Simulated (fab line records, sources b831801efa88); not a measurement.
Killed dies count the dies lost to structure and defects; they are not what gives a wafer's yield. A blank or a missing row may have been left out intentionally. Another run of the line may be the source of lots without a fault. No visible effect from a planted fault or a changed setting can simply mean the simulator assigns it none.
A struck lot beside a sound one -- flow sky130 -- 15 steps out of a route of 708
Sound: these wafers, L495.1, L495.4, L495.6. Wafers struck: L508.1, L508.3, L508.5. The cause is given at the end.
At each step with rows: each side's tool, then ch and its chambers, then its first start. Under that, the readings that differ: sound wafers -- struck wafers -- difference of the means -- sigmas: that difference in standard deviations of wafers without a fault.
alike: readings whose means differ by less than 2 such deviations, and words and numbers that are the same on both sides. not compared: withheld readings, readings that some wafer has no value for, bounds like >300 that may hide the same value, and numbers for which the record gives no deviation and whose values overlap.
Wherever a step has rows on one side only, a row that says differs or no value, or a row with sigmas, the two part there. Numbers that have no deviation but don't overlap get no sigmas and don't part them. A reading that every wafer of one side lacks parts them only if that side has two wafers or more.

SKY_LOCAL_INTERCONNECT_CD_MEAS_11: the cd target is 170 nm.
  sound on cdSem-02, day 32 21:37; struck on cdSem-01, day 36 04:21
  alike: cdNm
SKY_LOCAL_INTERCONNECT_OVL_MEAS_12:
  sound on overlay-02, day 32 21:44; struck on overlay-02, day 36 04:28
  alike: LOCAL_INTERCONNECT_OVL
SKY_LOCAL_INTERCONNECT_ETCH_13: etches BARC in N2/H2, stops on SiO2, time 45.9 s, target depth 60 nm.
  sound on rieMetal-01 ch 0, day 32 21:46; struck on rieMetal-01 ch 0,1, day 36 04:31
  alike: drypumpMotorCurrentA, n2FlowSccm, oesProductAu, rfFwdPowerW, throttleValvePct
  not compared: rfHoursCounterH
SKY_LOCAL_INTERCONNECT_METAL_ETCH_14: etches TiN in Cl2/BCl3, stops on PSG, target depth 110 nm, time 31.4 s.
  sound on rieMetal-01 ch 0, day 32 21:53; struck on rieMetal-01 ch 0,1, day 36 04:34
reading,sound,struck,difference,sigmas
oesProductAu (a.u.),0.945 0.954 0.943,0.927 0.939 0.929,-0.016,-2
  alike: bcl3FlowSccm, drypumpMotorCurrentA, rfFwdPowerW, throttleValvePct
  not compared: rfHoursCounterH
SKY_LOCAL_INTERCONNECT_STRIP_15: strips in O2/N2.
  sound on plasmaAsher-02 ch 0, day 32 22:00; struck on plasmaAsher-03 ch 1, day 36 04:38
  alike: drypumpMotorCurrentA, n2FlowSccm, oesProductAu, stripTimeToEndpointS
  not compared: rfHoursCounterH
then, 3 steps without rows for these wafers: SKY_LOCAL_INTERCONNECT_STRIP_16 (strips in post etch residue remover, time 1200 s); SKY_LOCAL_INTERCONNECT_CLEAN_17 (cleans in IPA, time 180 s); SKY_LOCAL_INTERCONNECT_CLEAN_18 (cleans in O3/DIW).
SKY_CONTACT_CVD_00: deposits Si3N4, target thk 75 nm.
  sound on pecvd-01 ch 1,2, day 32 22:35; struck on pecvd-02 ch 0,1, day 36 05:16
  alike: heaterPowerW, rfFwdPowerW
SKY_CONTACT_THK_MEAS_01:
  sound on filmMetro-04, day 32 22:37; struck on filmMetro-04, day 36 05:17
  alike: CONTACT_CVD_00_THK
then, 1 step without rows for these wafers: SKY_CONTACT_HDPCVD_02 (deposits SiO2, target thk 565 nm, time 94.2 s).
SKY_CONTACT_THK_MEAS_03:
  sound on filmMetro-01, day 32 22:45; struck on filmMetro-04, day 36 05:27
  alike: CONTACT_HDPCVD_THK
SKY_CONTACT_CMP_04: polishes SiO2.
  sound on cmp-02 ch 0,1,2, day 32 22:49; struck on cmp-02 ch 1,2,3, day 36 05:34
reading,sound,struck,difference,sigmas
headPressurePsi (psi),4.004 4.002 4.010,3.115 3.123 3.102,-0.892,-99 or more
motorCurrentA (A),12.8 9.8 12.1,9.1 10.1 7.7,-2.6,-2
timeToEndpointS (s),81 77 81,109 115 109,+31,+7
  alike: platenRpm, retainingRingPressureFrac, slurryFilterDpKPa
SKY_CONTACT_BOW_MEAS_05:
  sound on filmMetro-04, day 32 23:07; struck on filmMetro-01, day 36 05:49
  alike: CONTACT_BOW
SKY_PAD_OPEN_PROBE_99:
  the record has rows for the sound wafers here (prober-01, day 47 20:44) and none for the struck ones

== WHERE THEY PART ==
Earliest at SKY_LOCAL_INTERCONNECT_METAL_ETCH_14; latest, in this record, at SKY_PAD_OPEN_PROBE_99.

WHY: what had been put in by the simulator
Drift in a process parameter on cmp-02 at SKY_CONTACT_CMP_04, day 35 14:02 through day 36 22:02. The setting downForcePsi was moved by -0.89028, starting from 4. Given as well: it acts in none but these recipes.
